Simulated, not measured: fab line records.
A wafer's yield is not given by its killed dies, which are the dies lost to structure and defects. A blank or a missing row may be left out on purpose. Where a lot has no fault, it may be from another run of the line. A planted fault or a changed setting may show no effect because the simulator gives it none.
Struck lot and sound lot, side by side / flow sky130 / 38 out of 708 route steps
Sound: these wafers, L583.1, L583.3, L583.5. Wafers L577.1, L577.5, L577.6 were the ones struck. Last of all comes the cause.
At each step with rows: each side's tool, then ch and its chambers, then its first start. Under that, the readings that differ: sound wafers / struck wafers / difference of the means / sigmas: that difference in standard deviations of wafers without a fault.
alike: readings whose means differ by less than 2 such deviations, and words and numbers that are the same on both sides. not compared: withheld readings, readings that some wafer has no value for, bounds like >300 that may hide the same value, and numbers for which the record gives no deviation and whose values overlap.
Wherever a step has rows on one side only, a row that says differs or no value, or a row with sigmas, the two part there. When numbers do not overlap yet have no deviation, they are printed without sigmas and do not part them. A reading missing from all wafers of one side parts the sides only when that side holds two or more wafers.

first, 10 steps without rows for these wafers: SKY_GATE_OXIDE_COAT_05 (resist thk 1140 nm); SKY_GATE_OXIDE_SOFTBAKE_06 (time 60 s); SKY_GATE_OXIDE_EXPOSE_07 (exposes mask LVOM, target cd 600 nm); SKY_GATE_OXIDE_PEB_08; SKY_GATE_OXIDE_DEVELOP_09 (develop time 60 s); SKY_GATE_OXIDE_IMPLANT_11; SKY_GATE_OXIDE_WET_ETCH_12 (etches SiO2 in dHF, target depth 16.8 nm, time 336 s); SKY_GATE_OXIDE_STRIP_13 (strips in O2/N2); SKY_GATE_OXIDE_CLEAN_15 (cleans in SC1/SC2, time 150 s); SKY_GATE_OXIDE_OXIDATION_16 (stabilise 600 s, purge 300 s, target thk 3.57 nm).
SKY_POLY_GATE_CVD_00: deposits poly-Si, target thk 180 nm, time 720 s.
  sound on lpcvd-01 ch 0, day 19 22:22; struck on lpcvd-01 ch 1, day 17 16:04
reading=spike-tc-bottom-C (C); sound=639.2 640.4 638.6; struck=633.7 631.5 632.8; difference=-6.7; sigmas=-6
reading=spike-tc-centre-C (C); sound=620.0 621.9 620.9; struck=616.8 617.6 616.3; difference=-4.0; sigmas=-3
reading=spike-tc-lower-C (C); sound=621.2 623.0 622.6; struck=615.2 616.8 615.2; difference=-6.5; sigmas=-6
reading=spike-tc-upper-C (C); sound=621.7 621.7 623.5; struck=611.4 613.8 612.6; difference=-9.7; sigmas=-6
reading=model.poly-Si_of_POLY_GATE_CVD_00.thk-nm (nm); sound=178.2 179.2 178.7; struck=155.2 152.6 153.2; difference=-25.0; sigmas=
  alike: spike-tc-top-C
SKY_POLY_GATE_THK_MEAS_01:
  sound: film-metro-02 at day 20 00:10; struck: film-metro-02 at day 17 17:29
reading=POLY_GATE_CVD_00_THK (nm); sound=178.2 179.1 178.7; struck=155.2 152.5 153.2; difference=-25.0; sigmas=-16
  not compared: hold
then, 8 steps without rows for these wafers: SKY_RES_PROTECT_HMDS_01 (prime time 60 s); SKY_RES_PROTECT_COAT_02 (resist thk 1140 nm); SKY_RES_PROTECT_SOFTBAKE_03 (time 60 s); SKY_RES_PROTECT_EXPOSE_04 (exposes mask RPM, target cd 1270 nm); SKY_RES_PROTECT_PEB_05; SKY_RES_PROTECT_DEVELOP_06 (develop time 60 s); SKY_POLY_GATE_IMPLANT_02; SKY_RES_PROTECT_STRIP_07 (strips in O2/N2).
SKY_RES_PROTECT_CLEAN_09: cleans in SC1/SC2, time 150 s.
  sound on wet-bench-04 ch 0, day 21 07:30; struck on wet-bench-03 ch 2, day 18 23:12
reading=model.poly-Si_of_POLY_GATE_CVD_00.thk-nm (nm); sound=177.6 178.6 178; struck=154.6 151.9 152.6; difference=-25.0; sigmas=
then, 11 steps without rows for these wafers: SKY_POLY_GATE_CVD_03 (deposits Si3N4 from DCS/NH3, target thk 75 nm, time 1290 s); SKY_POLY_GATE_DEHYDRATE_05 (time 60 s); SKY_POLY_GATE_HMDS_06 (prime time 60 s); SKY_POLY_GATE_COAT_07 (resist thk 110 nm); SKY_POLY_GATE_COAT_08 (resist thk 450 nm); SKY_POLY_GATE_SOFTBAKE_09 (time 90 s); SKY_POLY_GATE_EXPOSE_10 (exposes mask P1M, target cd 150 nm); SKY_POLY_GATE_PEB_11; SKY_POLY_GATE_DEVELOP_12 (develop time 60 s); SKY_POLY_GATE_ETCH_15 (etches BARC in N2/H2, stops on SiO2, time 118.5 s, target depth 110 nm); SKY_POLY_GATE_ETCH_16 (etches Si3N4 in CH3F/O2, stops on poly-Si, time 147.5 s, target depth 75 nm).
SKY_POLY_GATE_ETCH_17: etches poly-Si in HBr/Cl2, stops on SiO2, target depth 180 nm, time 70.5 s.
  sound on rie-si-02 ch 1,2, day 22 15:49; struck on rie-si-01 ch 0,2,3, day 20 07:49
reading=oes-product-au (a.u.); sound=0.990 0.984 0.975; struck=0.894 0.878 0.884; difference=-0.098; sigmas=-14
reading=model.etch.depth-nm (nm); sound=177.6 178.6 178; struck=154.6 151.9 152.6; difference=-25.0; sigmas=
reading=model.POLY_GATE.feature-depth-nm (nm); sound=177.6 178.6 178; struck=154.6 151.9 152.6; difference=-25.0; sigmas=
  alike: drypump-motor-current-A, throttle-valve-pct
  not compared: rf-hours-counter-h
then, 2 steps without rows for these wafers: SKY_POLY_GATE_STRIP_18 (strips in O2/N2); SKY_POLY_GATE_CLEAN_19 (cleans in SC1/SC2, time 150 s).
-- the record jumps here: 22 days lie between the struck wafers' starts before and after (it left off in module POLY_GATE and takes up again in module METAL3, whose first step shown is number 565 of the route) --
SKY_METAL3_DESCUM_15: chemistry O2, time 8 s.
  sound on rie-metal-01 ch 0,1, day 43 14:52; struck on rie-metal-03 ch 0,1, day 41 21:29
  alike: drypump-motor-current-A, oes-product-au
  not compared: rf-hours-counter-h, model.METAL3.cd-nm
SKY_METAL3_METAL_ETCH_18: etches the open film in Cl2/BCl3, stops on SiO2, target depth 845 nm, time 183.1 s.
  sound on rie-metal-02 ch 0, day 43 15:01; struck on rie-metal-02 ch 0,1, day 41 21:38
  alike: drypump-motor-current-A, oes-product-au, throttle-valve-pct
  not compared: rf-hours-counter-h, model.METAL3.cd-nm
-- the record jumps here: 7 days lie between the struck wafers' starts before and after (it left off in module METAL3 and takes up again in module PAD_OPEN, whose first step shown is number 708 of the route) --
SKY_PAD_OPEN_PROBE_99:
  sound: prober-01 at day 49 20:21; struck: prober-02 at day 48 11:33
reading=model.etest.res-high-po.line-ohm-um; sound=752.9 778.4 755.1; struck=848.2 841.9 860.7; difference=+88.1; sigmas=
reading=model.etest.res-poly.line-ohm-um; sound=509.1 529 510.2; struck=589.2 574.3 582.1; difference=+65.8; sigmas=
reading=model.etest.res-high-po.rs-ohm-sq; sound=260.8 267.7 263.2; struck=299.2 297.5 301.7; difference=+35.6; sigmas=
reading=model.etest.res-poly.rs-ohm-sq; sound=48.52 49.45 48.55; struck=55.86 55.63 56.02; difference=+7.00; sigmas=
reading=model.etest.cap-li-to-poly.c-af-um2; sound=93.9 96.59 96.25; struck=91.82 90.68 91.91; difference=-4.11; sigmas=
  alike: killed_at_M0_to_M3, killed_at_M4_up, killed-at-contacts, killed-at-front-end, killed-at-other, killed-dies, killed-on-rim, killed-open, killed-short
  not compared: model.etest.met3.width-nm, model.etest.met3.line-ohm-um

WHERE THEY PART
Earliest at SKY_POLY_GATE_CVD_00; latest, in this record, at SKY_POLY_GATE_ETCH_17. Later steps at which nothing parts them and some readings are alike: SKY_METAL3_DESCUM_15, SKY_METAL3_METAL_ETCH_18, SKY_PAD_OPEN_PROBE_99.

WHY: whatever the simulator had introduced
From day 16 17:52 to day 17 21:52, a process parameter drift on lpcvd-01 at SKY_POLY_GATE_CVD_00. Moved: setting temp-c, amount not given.
